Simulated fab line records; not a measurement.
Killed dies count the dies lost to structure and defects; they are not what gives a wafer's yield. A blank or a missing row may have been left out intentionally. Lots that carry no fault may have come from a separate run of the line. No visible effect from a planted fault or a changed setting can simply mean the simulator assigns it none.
A lot that was struck, set against a sound lot    flow gf180mcu    43 steps out of a route of 602
Sound: the wafers L725.1, L725.3, L725.6. Struck: wafers L743.2, L743.3, L743.6. The cause is given at the end.
Each step with rows lists, per side, the tool, then ch with its chambers, then its first start. Under that, the readings that differ: sound wafers    struck wafers    difference of the means    sigmas: that difference in standard deviations of wafers without a fault.
alike: same words and numbers on both sides, and readings whose means sit less than 2 such deviations apart. not compared: any withheld reading, any reading some wafer has no value for, any bound like >300 that may hide the same value, and any number with overlapping values for which the record gives no deviation.
Wherever a step has rows on one side only, a row that says differs or no value, or a row with sigmas, the two part there. Numbers that don't overlap but have no deviation are shown without sigmas and don't part them. A reading that every wafer of one side lacks parts them only if that side has two wafers or more.

first, 2 steps without rows for these wafers: GF_NWELL_IMPLANT_08; GF_NWELL_IMPLANT_09.
GF_NWELL_STRIP_10: strips in O2/N2.
  sound on plasma_asher-04 ch 0,1, day 3 12:14; struck on plasma_asher-04 ch 0, day 7 10:26
  alike: drypump_motor_current_A, heater_power_w, oes_product_au, strip_time_to_endpoint_s
  not compared: rf_hours_counter_h
GF_NWELL_TW_MEAS_11:
  sound: film_metro-03 at day 3 12:20; struck: film_metro-03 at day 7 10:33
  alike: NWELL_TW
then, 7 steps without rows for these wafers: GF_LVPWELL_DEHYDRATE_00 (time 60 s); GF_LVPWELL_HMDS_01 (prime time 60 s); GF_LVPWELL_COAT_02 (resist thk 3000 nm); GF_LVPWELL_SOFTBAKE_03; GF_LVPWELL_EXPOSE_04 (exposes mask LVPWELL, target cd 600 nm); GF_LVPWELL_PEB_05; GF_LVPWELL_DEVELOP_06 (develop time 60 s).
GF_LVPWELL_OVL_MEAS_07:
  sound: overlay-01 at day 4 00:58; struck: overlay-01 at day 8 02:58
  alike: LVPWELL_OVL
GF_LVPWELL_IMPLANT_08:
  sound on implanter-04 ch 0, day 4 00:59; struck on implanter-03 ch 0, day 8 03:01
reading                    sound              struck             difference  sigmas
implant_ion_amu            11 11 11           31 31 31           +20         
model.implant.rp_nm (nm)   489.9 489.9 489.9  217.5 217.5 217.5  -272.4      
model.implant.drp_nm (nm)  102.4 102.4 102.4  68.9 68.9 68.9     -33.5       
then, 1 step without rows for these wafers: GF_LVPWELL_IMPLANT_09.
GF_LVPWELL_STRIP_10: strips in O2/N2.
  sound on plasma_asher-04 ch 0,1, day 4 01:17; struck on plasma_asher-01 ch 0,1, day 8 03:17
reading                      sound        struck       difference  sigmas
drypump_motor_current_A (A)  6.6 6.0 6.6  5.5 5.4 5.5  -0.9        -2
  alike: heater_power_w, oes_product_au, strip_time_to_endpoint_s
  not compared: rf_hours_counter_h
GF_LVPWELL_TW_MEAS_11:
  sound: film_metro-03 at day 4 01:23; struck: film_metro-03 at day 8 03:24
reading     sound        struck          difference  sigmas
LVPWELL_TW  559 558 558  1285 1281 1288  +726        +99 or more
then, 7 steps without rows for these wafers: GF_MVSD_DEHYDRATE_00 (time 60 s); GF_MVSD_HMDS_01 (prime time 60 s); GF_MVSD_COAT_02 (resist thk 3000 nm); GF_MVSD_SOFTBAKE_03; GF_MVSD_EXPOSE_04 (exposes mask MVSD, target cd 1000 nm); GF_MVSD_PEB_05; GF_MVSD_DEVELOP_06 (develop time 60 s).
GF_MVSD_OVL_MEAS_07:
  sound: overlay-02 at day 4 13:47; struck: overlay-02 at day 8 19:52
  alike: MVSD_OVL
then, 2 steps without rows for these wafers: GF_MVSD_IMPLANT_08; GF_MVSD_IMPLANT_09.
GF_MVSD_STRIP_10: strips in O2/N2.
  sound on plasma_asher-01 ch 0,1, day 4 14:08; struck on plasma_asher-01 ch 0,1, day 8 20:11
  alike: drypump_motor_current_A, heater_power_w, oes_product_au, strip_time_to_endpoint_s
  not compared: rf_hours_counter_h
GF_MVSD_TW_MEAS_11:
  sound: film_metro-04 at day 4 14:14; struck: film_metro-03 at day 8 20:18
  alike: MVSD_TW
then, 7 steps without rows for these wafers: GF_MVPSD_DEHYDRATE_00 (time 60 s); GF_MVPSD_HMDS_01 (prime time 60 s); GF_MVPSD_COAT_02 (resist thk 3000 nm); GF_MVPSD_SOFTBAKE_03; GF_MVPSD_EXPOSE_04 (exposes mask MVPSD, target cd 1000 nm); GF_MVPSD_PEB_05; GF_MVPSD_DEVELOP_06 (develop time 60 s).
GF_MVPSD_OVL_MEAS_07:
  sound: overlay-01 at day 5 03:52; struck: overlay-02 at day 9 13:37
reading         sound          struck       difference  sigmas
MVPSD_OVL (nm)  0.1 -2.5 -2.1  2.4 1.2 0.9  +3.0        +2
then, 2 steps without rows for these wafers: GF_MVPSD_IMPLANT_08; GF_MVPSD_IMPLANT_09.
GF_MVPSD_STRIP_10: strips in O2/N2.
  sound on plasma_asher-04 ch 0,1, day 5 04:12; struck on plasma_asher-01 ch 0,1, day 9 13:56
  alike: drypump_motor_current_A, heater_power_w, oes_product_au, strip_time_to_endpoint_s
  not compared: rf_hours_counter_h
GF_MVPSD_TW_MEAS_11:
  sound: film_metro-04 at day 5 04:18; struck: film_metro-01 at day 9 14:03
reading   sound        struck       difference  sigmas
MVPSD_TW  557 560 558  545 542 545  -14         -2
then, 2 steps without rows for these wafers: GF_VT_IMPLANT_DEHYDRATE_00 (time 60 s); GF_VT_IMPLANT_HMDS_01 (prime time 60 s).
-- the record jumps here: 3 days lie between the struck wafers' starts before and after --
GF_VT_IMPLANT_RS_MEAS_48: a four-point-probe measurement.
  sound: film_metro-01 at day 7 17:20; struck: film_metro-01 at day 12 16:24
reading              sound           struck  difference                     sigmas
LVPWELL_RS (ohm/sq)  1203 1202 1202  - - -   no value on the struck wafers  

## WHERE THEY PART
Earliest at GF_LVPWELL_STRIP_10; latest, in this record, at GF_VT_IMPLANT_RS_MEAS_48.

WHY: what the simulator had put in
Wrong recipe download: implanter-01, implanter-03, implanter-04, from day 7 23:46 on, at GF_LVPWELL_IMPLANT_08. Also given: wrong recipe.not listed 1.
